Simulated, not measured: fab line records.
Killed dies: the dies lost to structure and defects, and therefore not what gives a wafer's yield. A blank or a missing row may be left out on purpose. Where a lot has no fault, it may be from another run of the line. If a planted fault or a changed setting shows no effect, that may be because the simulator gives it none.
2 desks, one fault :: flow sky130 :: each desk holds nothing but its own numbers, with what lay behind them at the end

## THE TOOL OWNER'S DESK: rieDiel-01
The tool's own readings at SKY_POLY_CUT_ETCH_10 (etches BARC in N2/H2, stops on SiO2, time 45.9 s, target depth 60 nm): means of the sampled wafers that have a number, for each lot that ran on this tool. If a lot's mean is further than 4 standard deviations from the usual mean, the lot is out of limits and carries the mark OUT (the distance appears in the brackets).
Columns: A = biasW at SKY_POLY_CUT_ETCH_10, usual 100.02 W; B = drypumpMotorCurrentA at SKY_POLY_CUT_ETCH_10, usual 5.9 A; C = h2FlowSccm at SKY_POLY_CUT_ETCH_10, usual 200.0 sccm; D = oesProductAu at SKY_POLY_CUT_ETCH_10, usual 0.855 a.u.; E = throttleValvePct at SKY_POLY_CUT_ETCH_10, usual 13.225 %
lot: L751
first seen here: day 24 01:59
A: 100.00
B: 6.1
C: 200.1
D: 0.857
E: 13.220

lot: L753
first seen here: day 25 03:32
A: 99.86
B: 5.9
C: 200.2
D: 0.852
E: 13.223

lot: L754
first seen here: day 25 13:34
A: 99.86
B: 6.0
C: 200.0
D: 0.858
E: 13.229

lot: L755
first seen here: day 26 05:08
A: 100.19
B: 5.9
C: 200.2
D: 0.856
E: 13.218

lot: L757
first seen here: day 26 23:26
A: 99.87
B: 6.0
C: 200.1
D: 0.849
E: 13.216

lot: L767
first seen here: day 29 21:28
A: 99.75
B: 5.9
C: 199.5
D: 0.853
E: 13.229
Result from this desk: across the 6 lots, nothing is out of limits.

## METROLOGY DESK
Means of the sampled wafers that have a number, per lot and without regard to the tool the lot ran on: this is what the gauges read. If a lot's mean is further than 4 standard deviations from the usual mean, the lot is out of limits and carries the mark OUT (the distance appears in the brackets).
Columns: A = VIA4_OVL at SKY_VIA4_OVL_MEAS_11, usual 0.4 nm
lot: L751
first seen here: day 42 20:26
A: -0.1

lot: L752
first seen here: day 43 09:44
A: 0.7

lot: L753
first seen here: day 43 14:38
A: 2.2

lot: L754
first seen here: day 44 01:29
A: -0.2

lot: L755
first seen here: day 44 14:17
A: -2.1

lot: L756
first seen here: day 44 21:49
A: -0.0

lot: L758
first seen here: day 45 01:22
A: 1.2

lot: L757
first seen here: day 45 02:24
A: 0.5

lot: L767
first seen here: day 47 04:12
A: 0.3

lot: L771
first seen here: day 48 02:52
A: -1.1

lot: L772
first seen here: day 48 08:46
A: 0.8
Result from this desk: across the 11 lots, nothing is out of limits.

## ALL TOGETHER
The tool owner's desk saw nothing out of limits.
From the metrology desk's view, nothing was out of limits.

## WHAT HAD BEEN PUT IN BY THE SIMULATOR
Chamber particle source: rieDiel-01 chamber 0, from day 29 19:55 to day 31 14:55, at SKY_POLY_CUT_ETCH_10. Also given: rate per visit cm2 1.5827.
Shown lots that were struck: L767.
